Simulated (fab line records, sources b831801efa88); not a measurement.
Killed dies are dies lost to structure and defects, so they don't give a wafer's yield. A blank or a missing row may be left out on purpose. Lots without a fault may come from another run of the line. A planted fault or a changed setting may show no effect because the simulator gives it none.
fab line records | flow sky130
record lots=4 wafers=12 last_day=50
route steps=708 shown GATE_OXIDE@192 POLY_GATE@204 RES_PROTECT@207 PAD_OPEN@708
lots that met no fault: from a run of the same line without faults
start_h: hours from the record's first day to the start of the lot's first wafer shown | wait_h: hours since the lot's step before | " the same as in the row above | L1.1+2: a row that stands for several wafers | - no value, or no start given | * or withheld: withheld | < > ~ a bound
route shown NAME@n: a module of which the file shows steps, and the number in the route of the first | usual: mean/standard deviation of fault-free wafers | same: alike in all rows | chamber/n: place in a boat | sites: the reading at each site | _std_site: their standard deviation | _edge_site: outer sites' mean less inner sites' | radius_mm: how far each site lies from the wafer's centre | mask NAME#n: copy n | behind: the tool/chamber that last shaped the wafer | hold: why the lot was held/for how many hours/how that ended | device: the transistor (n, p or np) that didn't switch | end of line: the same wafers' tests at the end of the route | a step without rows: its recipe alone | killed: dies lost to structure and defects at the first sort, not the wafer's yield | map: a wafer's dies, x killed, . not, _ none there
set.NAME: the setting as run; set.NAME@STEP: as run at that earlier step | model.NAME: the simulator's own value behind a step, which no gauge read
lots at some steps of the route; a table a step, a row a wafer
services: from which hour (start_h, from the record's first day; less than 0 if before it) a tool's chamber was out of use, for how many hours, and why
## steps
# step SKY_GATE_OXIDE_COAT_05
# recipe resist=NOVOLAK spin_rpm=3000 resist_thk_nm=1140
# step SKY_GATE_OXIDE_SOFTBAKE_06
# recipe temp_c=90 time_s=60 resist=NOVOLAK
# step SKY_GATE_OXIDE_EXPOSE_07
# recipe mask_id=LVOM na=0.6 source_shape=conventional sigma_outer=0.6 polarization=unpolarized target_cd_nm=600 dose_mj=170
# step SKY_GATE_OXIDE_PEB_08
# recipe temp_c=withheld time_s=* resist=NOVOLAK
# step SKY_GATE_OXIDE_DEVELOP_09
# recipe resist=NOVOLAK developer=TMAH develop_time_s=60 dev_temp_c=23
# step SKY_GATE_OXIDE_IMPLANT_11
# recipe species=B energy_kev=10 dose_cm2=2.6e+12 tilt_deg=withheld
# step SKY_GATE_OXIDE_WET_ETCH_12
# recipe chemistry=dHF target_depth_nm=16.8 dry=n2_spin target=SiO2 dilution=100:1 temp_c=25 time_s=336
# step SKY_GATE_OXIDE_STRIP_13
# recipe chemistry=O2/N2 power_w=1400 pressure_mtorr=1500 platen_temp_c=withheld o2_flow_sccm=3000 n2_flow_sccm=300 overash_fraction=0.5
# step SKY_GATE_OXIDE_CLEAN_15
# recipe chemistry=SC1/SC2 mix=1:4:20 temp_c=70 time_s=150 dry=n2_spin
# step SKY_GATE_OXIDE_OXIDATION_16
# recipe temp_c=800 ambient=O2 idle_temp_c=700 ramp_up_c_per_min=10 ramp_down_c_per_min=3 stabilise_s=600 purge_s=300 target_thk_a=35.7 ox_time_s=1915
# step SKY_POLY_GATE_CVD_00
# recipe material=poly-Si target_thk_nm=180 temp_c=620 time_s=720 pressure_mtorr=200
# usual spike_tc_bottom_C=638.1/1
# columns lot.wafer tool chamber start_h wait_h spike_tc_bottom_C model.poly-Si_of_POLY_GATE_CVD_00.thk_nm
L357.3 lpcvd-01 1 453.70 0.0 638.1 179.3
L357.4 " 1 " " 637.3 179.3
L357.6 " 1 " " 638.4 180.8
L360.2 lpcvd-01 1 485.82 0.0 638.4 120.7
L360.3 " 1 " " 637.0 121.4
L360.4 " 1 " " 639.3 121.1
L362.3 lpcvd-01 1 495.61 0.0 639.1 121.4
L362.5 " 1 " " 639.9 124.3
L362.6 " 1 " " 638.4 123.2
L364.1 lpcvd-01 0 504.07 0.0 637.3 181.2
L364.3 " 0 " " 637.8 181
L364.4 " 0 " " 638.8 181.2
# step SKY_POLY_GATE_THK_MEAS_01
# recipe reads=poly-Si_of_POLY_GATE_CVD_00
# usual POLY_GATE_CVD_00_THK=180.0/1.7
# columns lot.wafer tool chamber start_h wait_h hold POLY_GATE_CVD_00_THK[nm]
L357.3 film_metro-04 - 454.92 0.0 - 179.3
L357.4 " - " " - 179.3
L357.6 " - " " - 180.7
L360.2 film_metro-03 - 487.03 0.0 await_dispo/0.2h/release 120.8
L360.3 " - " " await_dispo/0.2h/release 121.3
L360.4 " - " " await_dispo/0.2h/release 121.1
L360.2 film_metro-03 - 487.25 0.2 - 120.6
L360.3 " - " " - 121.4
L360.4 " - " " - 121.1
L362.3 film_metro-04 - 496.83 0.0 await_dispo/0.2h/release 121.4
L362.5 " - " " await_dispo/0.2h/release 124.4
L362.6 " - " " await_dispo/0.2h/release 123.2
L362.3 film_metro-04 - 497.05 0.2 - 121.4
L362.5 " - " " - 124.2
L362.6 " - " " - 123.2
L364.1 film_metro-02 - 505.27 0.0 - 181.3
L364.3 " - " " - 180.9
L364.4 " - " " - 181.2
# step SKY_RES_PROTECT_HMDS_01
# recipe prime_time_s=60 prime_temp_c=120
# step SKY_RES_PROTECT_COAT_02
# recipe resist=NOVOLAK spin_rpm=3000 resist_thk_nm=1140
# step SKY_RES_PROTECT_SOFTBAKE_03
# recipe temp_c=90 time_s=60 resist=NOVOLAK
# step SKY_RES_PROTECT_EXPOSE_04
# recipe mask_id=RPM na=0.6 source_shape=conventional sigma_outer=0.6 polarization=unpolarized target_cd_nm=1270 dose_mj=131
# step SKY_RES_PROTECT_PEB_05
# recipe temp_c=withheld time_s=* resist=NOVOLAK
# step SKY_RES_PROTECT_DEVELOP_06
# recipe resist=NOVOLAK developer=TMAH develop_time_s=60 dev_temp_c=23
# step SKY_POLY_GATE_IMPLANT_02
# recipe species=P energy_kev=30 dose_cm2=7.7e+15 tilt_deg=0
# step SKY_RES_PROTECT_STRIP_07
# recipe chemistry=O2/N2 power_w=1400 pressure_mtorr=1500 platen_temp_c=withheld o2_flow_sccm=3000 n2_flow_sccm=300 overash_fraction=0.5
# step SKY_RES_PROTECT_CLEAN_09
# recipe chemistry=SC1/SC2 mix=1:4:20 temp_c=70 time_s=150 dry=n2_spin
# columns lot.wafer tool chamber start_h wait_h model.poly-Si_of_POLY_GATE_CVD_00.thk_nm
L357.3 wet_bench-02 2 485.60 0.0 178.6
L357.4 " 2 " " 178.7
L357.6 " 2 " " 180.2
L360.2 wet_bench-04 2 517.26 0.0 120
L360.3 " 2 " " 120.7
L360.4 " 2 " " 120.4
L362.3 wet_bench-03 0 528.04 0.0 120.7
L362.5 " 0 " " 123.7
L362.6 " 0 " " 122.5
L364.1+4 wet_bench-02 3 536.04 0.1 180.6
L364.3 " 3 " " 180.4
# step SKY_POLY_GATE_CVD_03
# recipe material=Si3N4 precursor=DCS/NH3 target_thk_nm=75 temp_c=770 time_s=1290 pressure_mtorr=250
# step SKY_POLY_GATE_DEHYDRATE_05
# recipe temp_c=200 time_s=60
# step SKY_POLY_GATE_HMDS_06
# recipe prime_time_s=60 prime_temp_c=120
# step SKY_POLY_GATE_COAT_07
# recipe resist=BARC temp_c=withheld time_s=withheld spin_rpm=3000 resist_thk_nm=110
# step SKY_POLY_GATE_COAT_08
# recipe resist=KrF-thick spin_rpm=3000 resist_thk_nm=450
# step SKY_POLY_GATE_SOFTBAKE_09
# recipe temp_c=100 time_s=90 resist=KrF-thick
# step SKY_POLY_GATE_EXPOSE_10
# recipe mask_id=P1M na=0.68 source_shape=conventional sigma_outer=0.6 target_cd_nm=150 dose_mj=28
# step SKY_POLY_GATE_PEB_11
# recipe peb_temp_c=withheld peb_time_s=withheld resist=KrF-thick
# step SKY_POLY_GATE_DEVELOP_12
# recipe develop_time_s=60 resist=KrF-thick dev_temp_c=21
# step SKY_POLY_GATE_ETCH_15
# recipe chemistry=N2/H2 target=BARC ion_energy_ev=200 source_w=500 bias_w=100 pressure_mtorr=30 n2_flow_sccm=100 h2_flow_sccm=200 stop_on=SiO2 time_s=118.5 target_depth_a=1100
# step SKY_POLY_GATE_ETCH_16
# recipe stop_on=poly-Si chemistry=CH3F/O2 target=Si3N4 source_w=400 bias_w=80 pressure_mtorr=25 ch3f_flow_sccm=40 O2_flow_sccm=30 time_s=147.5 target_depth_a=750
# step SKY_POLY_GATE_ETCH_17
# recipe target_depth_nm=180 stop_on=SiO2 over_etch_frac=0.56667 chemistry=HBr/Cl2 target=poly-Si icp_w=400 bias_w=100 pressure_mtorr=10 HBr_flow_sccm=150 Cl2_flow_sccm=50 time_s=70.5
# usual drypump_motor_current_A=5.6/0.41 oes_product_au=0.987/0.0065 throttle_valve_pct=33.685/0.0081
# columns lot.wafer tool chamber start_h wait_h drypump_motor_current_A oes_product_au rf_hours_counter_h throttle_valve_pct model.POLY_GATE.feature_depth_nm model.etch.depth_nm
L357.3 rie_si-02 3 517.31 0.0 5.9 0.987 2 33.685 178.6 178.6
L357.4 " 2 " " 5.8 0.982 5 33.678 178.7 178.7
L357.6 " 0 " " 5.1 0.991 - 33.672 180.2 180.2
L360.2 rie_si-02 1 549.37 0.0 5.1 0.757 1 33.688 120 120
L360.3 " 0 " " 5.1 0.754 5 33.675 120.7 120.7
L360.4 " 2 " " 5.8 0.758 5 33.676 120.4 120.4
L362.3 rie_si-02 2 559.97 0.0 5.8 0.754 5 33.676 120.7 120.7
L362.5 " 0 " " 5.1 0.776 - 33.684 123.7 123.7
L362.6 " 1 " " 5.2 0.766 - 33.688 122.5 122.5
L364.1 rie_si-02 2 567.76 0.0 5.8 0.996 5 33.700 180.2 180.2
L364.3 " 1 " " 5.2 0.976 1 33.683 177 177
L364.4 " 3 " " 6.0 0.993 2 33.691 180.6 180.6
# step SKY_POLY_GATE_STRIP_18
# recipe chemistry=O2/N2 power_w=1400 pressure_mtorr=1500 platen_temp_c=withheld o2_flow_sccm=3000 n2_flow_sccm=300 overash_fraction=0.5
# step SKY_PAD_OPEN_PROBE_99
# usual killed_at_M0_to_M3=42/6.4 killed_at_M4_up=3.0/2 killed_at_contacts=24/5.2 killed_at_front_end=14/4.2 killed_at_other=0.4/0.72 killed_dies=84/9 killed_open=46/6.6 killed_short=38/6
# same gross_dies=492 killed_at_back_side=0
# columns lot.wafer tool chamber start_h wait_h killed_at_M0_to_M3 killed_at_M4_up killed_at_contacts killed_at_front_end killed_at_other killed_dies killed_open killed_short model.etest.res_xhigh_po.line_ohm_um model.etest.res_high_po.line_ohm_um model.etest.res_poly.line_ohm_um model.etest.res_xhigh_po.rs_ohm_sq model.etest.tip_sonos.rs_ohm_sq model.etest.res_high_po.rs_ohm_sq model.etest.licon_high_po.rc_ohm model.etest.res_poly.rs_ohm_sq
L357.3 prober-01 - 1169.81 0.2 39 1 22 20 0 82 45 37 5752 756.9 503.9 2021 2672 263.3 361.8 48.42
L357.4 prober-01 - 1169.86 0.2 47 2 22 11 0 82 47 35 5768 736.3 498.1 2019 2702 261.9 335 48.06
L357.6 prober-01 - 1169.96 0.2 43 5 23 14 0 85 48 37 5799 763.8 514.3 2034 2661 262.9 343.9 48.33
L360.2 prober-01 - 1187.76 0.1 33 2 30 18 0 83 41 42 4954 969.5 700.7 1756 2511 343.3 311.4 68.2
L360.3 prober-01 - 1187.81 0.2 50 1 29 13 0 93 55 38 5218 988.8 696.9 1853 2488 350.9 327 69.28
L360.4 prober-01 - 1187.86 0.2 34 2 29 19 0 84 38 46 5019 968 695.5 1790 2489 341 324.8 67.89
L362.3 prober-01 - 1194.04 0.2 43 3 18 17 0 81 35 46 5104 981.4 689 1812 2475 344.5 323.9 67.1
L362.5 prober-01 - 1194.14 0.2 56 1 23 16 1 97 54 43 5261 953.9 687.2 1835 2442 334.4 314.4 65.43
L362.6 prober-01 - 1194.19 0.2 50 2 25 17 0 94 56 38 5040 943.1 690.9 1778 2482 335.3 299.3 65.2
L364.1 prober-01 - 1200.19 0.1 35 2 13 8 1 59 35 23 5666 752.3 513.5 1984 2675 259.9 355.7 47.66
L364.3 prober-01 - 1200.29 0.2 43 0 26 14 1 84 53 30 5936 771.8 522.6 2094 2716 266.7 357.1 48.61
L364.4 prober-01 - 1200.34 0.2 39 1 19 14 1 74 38 36 5813 750.2 512.5 2031 2678 262.7 351.9 48.14
# killed by level:class
L357.3 VIA1:geometric_particle:open=10 LI_CONTACT:geometric_particle:open=8 CONTACT:geometric_particle:open=6 FIELD_ISO:geometric_particle:short=5 VIA2:geometric_particle:open=5 LOCAL_INTERCONNECT:geometric_particle:short=4 METAL1:geometric_particle:short=4 METAL2:geometric_particle:short=4
L357.4 VIA1:geometric_particle:open=10 CONTACT:geometric_particle:open=10 VIA1:geometric_particle:short=7 VIA3:geometric_particle:open=6 LI_CONTACT:geometric_particle:open=5 VIA2:geometric_particle:open=5 METAL2:geometric_particle:short=5 METAL3:geometric_particle:short=4
L357.6 VIA2:geometric_particle:open=13 CONTACT:geometric_particle:open=8 VIA1:geometric_particle:open=7 VIA3:geometric_particle:open=6 LI_CONTACT:geometric_particle:open=5 CONTACT:geometric_particle:short=5 METAL3:geometric_particle:short=5 VIA3:geometric_particle:short=5
L360.2 CONTACT:geometric_particle:open=13 FIELD_ISO:geometric_particle:short=7 LOCAL_INTERCONNECT:geometric_particle:short=7 FIELD_ISO:geometric_particle:open=6 VIA1:geometric_particle:open=6 VIA3:geometric_particle:open=6 CONTACT:geometric_particle:short=5 POLY_GATE:geometric_particle:short=4
L360.3 VIA1:geometric_particle:open=14 CONTACT:geometric_particle:open=12 VIA3:geometric_particle:open=8 METAL1:geometric_particle:short=6 VIA2:geometric_particle:open=6 CONTACT:geometric_particle:short=5 FIELD_ISO:geometric_particle:short=4 FIELD_ISO:geometric_particle:open=4
L360.4 CONTACT:geometric_particle:open=9 LOCAL_INTERCONNECT:geometric_particle:short=7 VIA1:geometric_particle:open=6 LI_CONTACT:geometric_particle:open=6 CONTACT:geometric_particle:short=5 METAL1:geometric_particle:short=5 METAL2:geometric_particle:short=5 POLY_GATE:geometric_particle:short=4
L362.3 METAL2:geometric_particle:short=14 LI_CONTACT:geometric_particle:open=9 VIA3:geometric_particle:open=8 POLY_GATE:geometric_particle:short=6 VIA1:geometric_particle:short=4 VIA2:geometric_particle:open=4 METAL3:geometric_particle:short=4 FIELD_ISO:geometric_particle:short=3
L362.5 VIA1:geometric_particle:open=13 VIA1:geometric_particle:short=12 METAL2:geometric_particle:short=11 LI_CONTACT:geometric_particle:open=10 FIELD_ISO:geometric_particle:short=8 CONTACT:geometric_particle:open=8 VIA2:geometric_particle:open=7 FIELD_ISO:geometric_particle:open=5
L362.6 VIA1:geometric_particle:open=12 METAL1:geometric_particle:short=10 LI_CONTACT:geometric_particle:open=9 CONTACT:geometric_particle:open=9 VIA3:geometric_particle:open=6 VIA2:geometric_particle:open=5 FIELD_ISO:geometric_particle:open=4 POLY_GATE:geometric_particle:short=4
L364.1 VIA1:geometric_particle:open=12 CONTACT:geometric_particle:open=6 METAL2:geometric_particle:short=5 VIA3:geometric_particle:open=4 LOCAL_INTERCONNECT:geometric_particle:short=3 METAL1:geometric_particle:short=3 POLY_GATE:geometric_particle:short=2 SPACER:geometric_particle:open=2
L364.3 VIA1:geometric_particle:open=13 VIA3:geometric_particle:open=10 LI_CONTACT:geometric_particle:open=9 FIELD_ISO:geometric_particle:open=6 LOCAL_INTERCONNECT:geometric_particle:short=6 CONTACT:geometric_particle:open=5 CONTACT:geometric_particle:short=4 METAL1:geometric_particle:short=4
L364.4 VIA1:geometric_particle:open=9 CONTACT:geometric_particle:open=7 LI_CONTACT:geometric_particle:open=6 POLY_GATE:geometric_particle:short=5 METAL1:geometric_particle:short=5 METAL2:geometric_particle:short=5 VIA2:geometric_particle:open=4 VIA3:geometric_particle:open=4
## services
# columns tool chamber start_h hours kind
rie_si-02 0 467.79 14.8 repair
rie_si-02 3 490.32 6.1 repair
rie_si-02 1 490.84 6.6 repair
## key
first_sign step=SKY_POLY_GATE_THK_MEAS_01 reading=visit direction=added
effect step=SKY_POLY_GATE_THK_MEAS_01 reading=POLY_GATE_CVD_00_THK direction=down sigmas=34 usual=180.0 struck=122.0
effect step=SKY_POLY_GATE_ETCH_17 reading=oes_product_au direction=down sigmas=35 usual=0.987 struck=0.761
model_effect step=SKY_POLY_GATE_CVD_00 value=poly-Si_of_POLY_GATE_CVD_00.thk_nm without=180.4 struck=122
model_effect step=SKY_RES_PROTECT_CLEAN_09 value=poly-Si_of_POLY_GATE_CVD_00.thk_nm without=179.7 struck=121.4
model_effect step=SKY_POLY_GATE_ETCH_17 value=POLY_GATE.feature_depth_nm without=178.9 struck=121.4
model_effect step=SKY_PAD_OPEN_PROBE_99 value=etest.res_xhigh_po.line_ohm_um without=5624 struck=5099
met_at SKY_POLY_GATE_CVD_00
struck_wafers L360.2,L360.3,L360.4,L362.3,L362.5,L362.6
tester_left_out L360,L362
fault kind=process_parameter_drift tool=lpcvd-01 chamber=1 onset_h=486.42 steps=SKY_POLY_GATE_CVD_00 channel=target_thk_nm offset=-58.359 shape=step end_h=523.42 stated=180
# tester_left_out: of these lots the tester's yield and bins aren't shown, on N5 and GAA mostly nor the transistor test; their killed dies are dies lost to structure and defects alone, not to doping, threshold or leakage, so they don't give the yield
